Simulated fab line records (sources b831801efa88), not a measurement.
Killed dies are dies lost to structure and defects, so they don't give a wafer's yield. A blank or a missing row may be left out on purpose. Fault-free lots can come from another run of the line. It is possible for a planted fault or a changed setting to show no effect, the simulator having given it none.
A lot that was struck, set against a sound lot | flow sky130 | 16 out of 708 route steps
Sound: these wafers, L823.2, L823.4, L823.6. The struck wafers were L833.3, L833.4. At the end, the cause is stated.
Per side, at each step with rows, come the tool, then ch with its chambers, and then its first start. Under that, the readings that differ: sound wafers | struck wafers | difference of the means | sigmas: that difference in standard deviations of wafers without a fault.
alike: readings whose means differ by less than 2 such deviations, and words and numbers that are the same on both sides. not compared: withheld readings, readings that some wafer has no value for, bounds like >300 that may hide the same value, and numbers for which the record gives no deviation and whose values overlap.
The two part at a step that has a row with sigmas, a row that says differs or no value, or rows on one side only. Numbers that don't overlap but have no deviation are shown without sigmas and don't part them. A reading that every wafer of one side lacks parts them only if that side has two wafers or more.

SKY_VIA2_BOW_MEAS_03:
  sound on film metro-03, day 35 04:34; struck on film metro-03, day 38 08:09
  alike: VIA2_BOW
then, 8 steps without rows for these wafers: SKY_VIA2_DEHYDRATE_04 (time 60 s); SKY_VIA2_HMDS_05 (prime time 60 s); SKY_VIA2_COAT_06 (resist thk 60 nm); SKY_VIA2_COAT_07 (resist thk 450 nm); SKY_VIA2_SOFTBAKE_08 (time 90 s); SKY_VIA2_EXPOSE_09 (exposes mask VIM2, target cd 200 nm); SKY_VIA2_PEB_10; SKY_VIA2_DEVELOP_11 (develop time 60 s).
SKY_VIA2_CD_MEAS_12: the cd target is 200 nm.
  sound on cd sem-02, day 36 07:15; struck on cd sem-02, day 39 08:37
  alike: cd nm
SKY_VIA2_OVL_MEAS_13:
  sound on overlay-02, day 36 07:22; struck on overlay-02, day 39 08:43
  alike: VIA2_OVL
SKY_VIA2_ETCH_14: etches BARC in N2/H2, stops on SiO2, time 45.9 s, target depth 60 nm.
  sound on rie diel-01 ch 0,1, day 36 07:23; struck on rie diel-04 ch 0,2, day 39 08:44
  alike: chamber pressure mTorr, drypump motor current A, oes product au, throttle valve pct
  not compared: rf hours counter h
SKY_VIA2_ETCH_15: etches SiO2 in C4F8/O2/Ar, stops on TiN, target depth 546 nm, time 84 s.
  sound on rie diel-01 ch 0,1, day 36 07:26; struck on rie diel-04 ch 0,2, day 39 08:47
  reading                                     | sound             | struck      | difference | sigmas
  oes product au (a.u.)                       | 0.938 0.944 0.940 | 0.825 0.827 | -0.115     | -25
  model.VIA2.feature depth nm (nm)            | 495.1 495.5 493.9 | 397.4 391   | -100.6     |
  model.etch.depth nm (nm)                    | 495.1 495.5 493.9 | 397.4 391   | -100.6     |
  model.KrF-thick_of_VIA2_COAT_07.thk nm (nm) | 285.9 282.7 286.3 | 314.5 316.5 | +30.5      |
  alike: chamber pressure mTorr
  not compared: rf hours counter h
SKY_VIA2_STRIP_16: strips in O2/N2.
  sound on plasma asher-01 ch 0, day 36 07:29; struck on plasma asher-04 ch 0,1, day 39 08:53
  reading                      | sound             | struck      | difference | sigmas
  oes product au (a.u.)        | 0.398 0.399 0.398 | 0.413 0.406 | +0.011     | +2
  strip time to endpoint s (s) | 4.084 4.055 4.084 | 4.373 4.405 | +0.315     | +12
  alike: chamber pressure mTorr, drypump motor current A
  not compared: rf hours counter h
then, 1 step without rows for these wafers: SKY_VIA2_STRIP_17 (strips in post etch residue remover, time 1200 s).
-- the record jumps here: 9 days lie between the struck wafers' starts before and after (it left off in module VIA2 and takes up again in module PAD_OPEN, whose first step shown is number 708 of the route) --
SKY_PAD_OPEN_PROBE_99:
  sound on prober-02, day 45 18:57; struck on prober-02, day 48 06:06
  reading                  | sound          | struck    | difference | sigmas
  defect limited yield (%) | 85.6 83.1 84.1 | 0 0       | -84        | -44
  killed_at_M0_to_M3       | 26 45 43       | 451 449   | +412       | +55
  killed dies              | 71 83 78       | 492 492   | +415       | +45
  killed on rim            | 13 18 13       | 96 96     | +81        | +20
  killed open              | 43 43 34       | 54 57     | +16        | +2
  sort_bin_5_function (%)  | 7.1 11.4 10.6  | 92.9 94.1 | +83.8      | +60
  sort n pass              | 421 409 414    | 0 0       | -415       | -45
  sort yield pct (%)       | 85.6 83.1 84.1 | 0 0       | -84        | -44
  alike: killed_at_M4_up, killed at contacts, killed at front end, killed at other, killed short, sort_bin_3_pad_short, sort_bin_6_memory

## WHERE THEY PART
At SKY_VIA2_ETCH_15 first; at SKY_PAD_OPEN_PROBE_99 last (within this record only).

WHY: what had been put in by the simulator
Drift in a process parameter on rie diel-04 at SKY_VIA2_ETCH_15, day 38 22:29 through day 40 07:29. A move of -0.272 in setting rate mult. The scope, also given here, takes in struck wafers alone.
